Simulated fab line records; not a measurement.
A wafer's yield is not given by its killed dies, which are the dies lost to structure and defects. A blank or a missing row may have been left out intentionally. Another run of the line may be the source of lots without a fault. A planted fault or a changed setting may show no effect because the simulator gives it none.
Matching of chambers	flow sky130	4 sister chambers for SKY_CONTACT_CMP_27 on cmp-02
The step polishes, stops on SiO2, t overpolish 15 s, target thk 0 nm. 7 wafers are shown with their chamber, then 8 later ones without.

WAFERS PAIRED WITH THEIR CHAMBERS
wafer	chamber	motor-current-A (A)	overpolish-run-s (s)
L621.5	1	10.4	15.012
L631.4	3	10.3	15.002
L631.5	2	11.2	15.011
L636.3	0	10.3	15.005
L636.4	2	11.4	14.999
L636.5	3	10.1	15.003
L635.1	1	10.5	15.012

WAFERS WHOSE CHAMBER IS MISSING
wafer	motor-current-A (A)	overpolish-run-s (s)
L635.3	10.8	14.993
L635.5	11.1	14.999
L638.1	9.6	15.003
L638.4	10.6	15.002
L638.5	11.0	14.996
L640.1	10.7	14.987
L640.3	11.0	14.991
L640.5	9.9	14.997

EACH ONE'S CHAMBER
wafer	from the rows above	in truth
L635.3	can't be placed: 2 or 0 or 1 or 3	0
L635.5	2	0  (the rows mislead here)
L638.1	can't be placed: 3 or 0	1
L638.4	can't be placed: 1 or 0 or 3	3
L638.5	2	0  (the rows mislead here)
L640.1	can't be placed: 0 or 3 or 1 or 2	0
L640.3	2	2
L640.5	can't be placed: 3 or 0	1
Correctly placed: 1 of 8. From these rows, 5 cannot be placed; in 3 the true chamber is one of the candidates. Placed wrongly: 2.
How it was worked out, from the rows above alone: a wafer's distance from a chamber is the root of the sum, over the readings, of the square of ((its reading less the chamber's mean) divided by the reading's scatter). The wafer belongs to the nearest chamber; if the next one is less than 2 further off, it can't be placed. For every chamber, the mean is computed from those of its wafers that are shown. The scatter: take each reading less its chamber's mean, square it, sum over the shown wafers, divide by the number of wafers less the number of chambers, and take the root.
